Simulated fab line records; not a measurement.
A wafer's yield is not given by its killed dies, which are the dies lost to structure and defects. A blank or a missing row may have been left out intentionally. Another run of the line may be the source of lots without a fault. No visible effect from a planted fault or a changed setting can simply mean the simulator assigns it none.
Matching of chambers | flow sfq-line | 4 sister chambers for SFQ_TRILAYER_I0_CMP_CMP_028 on cmp-02
The step polishes SiO2. 16 wafers are shown with their chamber, then 8 later ones without.

WAFERS PAIRED WITH THEIR CHAMBERS
wafer  | chamber | motor-current-A (A) | time-to-endpoint-s (s) | slurry-filter-dp-kPa (kPa)
L587.4 | 1       | 9.9                 | 221                    | 13.59
L587.2 | 3       | 9.5                 | 206                    | 13.79
L587.6 | 0       | 9.7                 | 220                    | 13.53
L589.3 | 3       | 9.6                 | 201                    | 13.37
L589.1 | 2       | 10.5                | 217                    | 13.20
L589.6 | 0       | 9.6                 | 217                    | 13.62
L591.3 | 3       | 9.5                 | 213                    | 13.52
L591.4 | 2       | 10.6                | 220                    | 13.41
L591.1 | 1       | 10.3                | 206                    | 13.47
L592.1 | 3       | 9.3                 | 212                    | 13.33
L592.3 | 2       | 10.4                | 212                    | 13.64
L592.5 | 0       | 9.6                 | 208                    | 13.55
L603.4 | 0       | 9.6                 | 210                    | 13.43
L603.2 | 2       | 10.8                | 211                    | 13.60
L603.6 | 1       | 9.7                 | 213                    | 13.61
L606.1 | 1       | 10.1                | 198                    | 13.30

SIGNATURES, as means of the wafers listed above
reading              | chamber 0 | chamber 1 | chamber 2 | chamber 3 | scatter within a chamber
motor-current-A      | 9.625     | 10.000    | 10.575    | 9.475     | 0.169
time-to-endpoint-s   | 213.75    | 209.50    | 215.00    | 208.00    | 6.67
slurry-filter-dp-kPa | 13.5325   | 13.4925   | 13.4625   | 13.5025   | 0.166
Rule: distance of a wafer from a chamber = root of the sum over the readings of ((wafer's reading minus chamber's mean) / reading's scatter) squared. The wafer belongs to the nearest chamber; if the next one is less than 2 further off, it can't be placed. How the scatter is found: for the shown wafers, subtract from each reading the mean of its chamber, square and add these, divide the total by (wafers less chambers), then take the root.

WAFERS MISSING THEIR CHAMBER
wafer  | motor-current-A (A) | time-to-endpoint-s (s) | slurry-filter-dp-kPa (kPa)
L606.2 | 10.3                | 207                    | 13.31
L606.5 | 9.8                 | 213                    | 13.17
L608.2 | 11.1                | 219                    | 13.64
L608.4 | 9.3                 | 223                    | 13.52
L608.5 | 9.2                 | 216                    | 13.36
L609.3 | 10.7                | 220                    | 13.37
L609.2 | 9.6                 | 213                    | 13.62
L609.6 | 10.1                | 213                    | 13.55

THE CHAMBER EACH PASSED THROUGH
wafer  | from the rows above          | in truth
L606.2 | can't be placed: 1 or 2      | 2
L606.5 | can't be placed: 1 or 0 or 3 | 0
L608.2 | 2                            | 2
L608.4 | can't be placed: 0 or 3      | 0
L608.5 | can't be placed: 3 or 0      | 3
L609.3 | 2                            | 2
L609.2 | can't be placed: 0 or 3 or 1 | 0
L609.6 | can't be placed: 1 or 0      | 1
2 of 8 placed correctly. Cannot be placed on the basis of these rows: 6; the candidates contain the true chamber in 6. Placed wrongly: 0.
